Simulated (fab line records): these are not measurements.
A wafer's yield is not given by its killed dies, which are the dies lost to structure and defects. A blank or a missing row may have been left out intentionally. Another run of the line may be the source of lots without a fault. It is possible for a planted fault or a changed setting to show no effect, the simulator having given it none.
Struck lot and sound lot, side by side | flow gf180mcu | 18 steps out of a route of 602
Sound: the wafers L667.2, L667.4, L667.5. Wafers L674.1, L674.2, L674.4 were the ones struck. At the end, the cause is stated.
At each step with rows: each side's tool, then ch and its chambers, then its first start. Under that, the readings that differ: sound wafers | struck wafers | difference of the means | sigmas: that difference in standard deviations of wafers without a fault.
alike: words and numbers the same on both sides, and readings whose means are apart by under 2 such deviations; not compared: readings that were withheld, readings missing a value for some wafer, numbers with overlapping values and no deviation given by the record, and bounds like >300 which may hide the same value.
The two part at a step that has a row with sigmas, a row that says differs or no value, or rows on one side only. Non-overlapping numbers with no deviation appear without sigmas and do not part them. A reading that every wafer of one side lacks parts them only if that side has two wafers or more.

first, 3 steps without rows for these wafers: GF_HV_LDD_EXPOSE_04 (exposes mask Nplus LV AREA, target cd 400 nm); GF_HV_LDD_PEB_05; GF_HV_LDD_DEVELOP_06 (develop time 60 s).
GF_HV_LDD_CD_MEAS_07 targets a cd of 400 nm.
  sound on cd-sem-01, day 11 06:42; struck on cd-sem-02, day 13 10:47
  alike: cd-nm
GF_HV_LDD_OVL_MEAS_08:
  sound on overlay-01, day 11 06:48; struck on overlay-01, day 13 10:55
  alike: HV_LDD_OVL
then, 1 step without rows for these wafers: GF_HV_LDD_IMPLANT_09.
GF_HV_LDD_STRIP_10: strips in O2/N2.
  sound on plasma-asher-03 ch 0,1, day 11 06:59; struck on plasma-asher-03 ch 0,1, day 13 11:06
  alike: drypump-motor-current-A, heater-power-w, oes-product-au, strip-time-to-endpoint-s
  not compared: rf-hours-counter-h
GF_HV_LDD_TW_MEAS_11:
  sound on film-metro-02, day 11 07:05; struck on film-metro-02, day 13 11:12
  alike: HV_LDD_TW
then, 4 steps without rows for these wafers: GF_HV_LDD_DEHYDRATE_12 (time 60 s); GF_HV_LDD_HMDS_13 (prime time 60 s); GF_HV_LDD_COAT_14 (resist thk 1000 nm); GF_HV_LDD_SOFTBAKE_15 (time 60 s).
GF_HV_LDD_EXPOSE_16: exposes mask Pplus LV AREA, target cd 400 nm.
  sound on iline-stepper-02 ch 0, day 11 16:01; struck on iline-stepper-01 ch 0, day 13 21:25
  reading              | sound                | struck               | difference | sigmas
  exposure-dose-mJ-cm2 | 140.22 140.15 140.00 | 149.32 149.09 149.21 | +9.08      | +61
  alike: mask
then, 2 steps without rows for these wafers: GF_HV_LDD_PEB_17; GF_HV_LDD_DEVELOP_18 (develop time 60 s).
GF_HV_LDD_CD_MEAS_19 targets a cd of 400 nm.
  sound on cd-sem-01, day 12 01:16; struck on cd-sem-02, day 14 07:32
  reading    | sound             | struck            | difference | sigmas
  cd-nm (nm) | 403.2 403.7 402.6 | 413.3 413.3 412.4 | +9.8       | +4
GF_HV_LDD_OVL_MEAS_20:
  sound on overlay-01, day 12 01:22; struck on overlay-01, day 14 07:39
  alike: HV_LDD_01_OVL
then, 1 step without rows for these wafers: GF_PASSIVATION_PROBE_99.

## WHERE THEY PART
Last at GF_HV_LDD_CD_MEAS_19 as far as this record goes, first at GF_HV_LDD_EXPOSE_16. Later steps at which nothing parts them and some readings are alike: GF_HV_LDD_OVL_MEAS_20.

WHY: what had been put in by the simulator
Process parameters drifting: iline-stepper-01 at GF_HV_LDD_EXPOSE_16, beginning at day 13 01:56. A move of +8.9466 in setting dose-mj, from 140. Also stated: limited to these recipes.
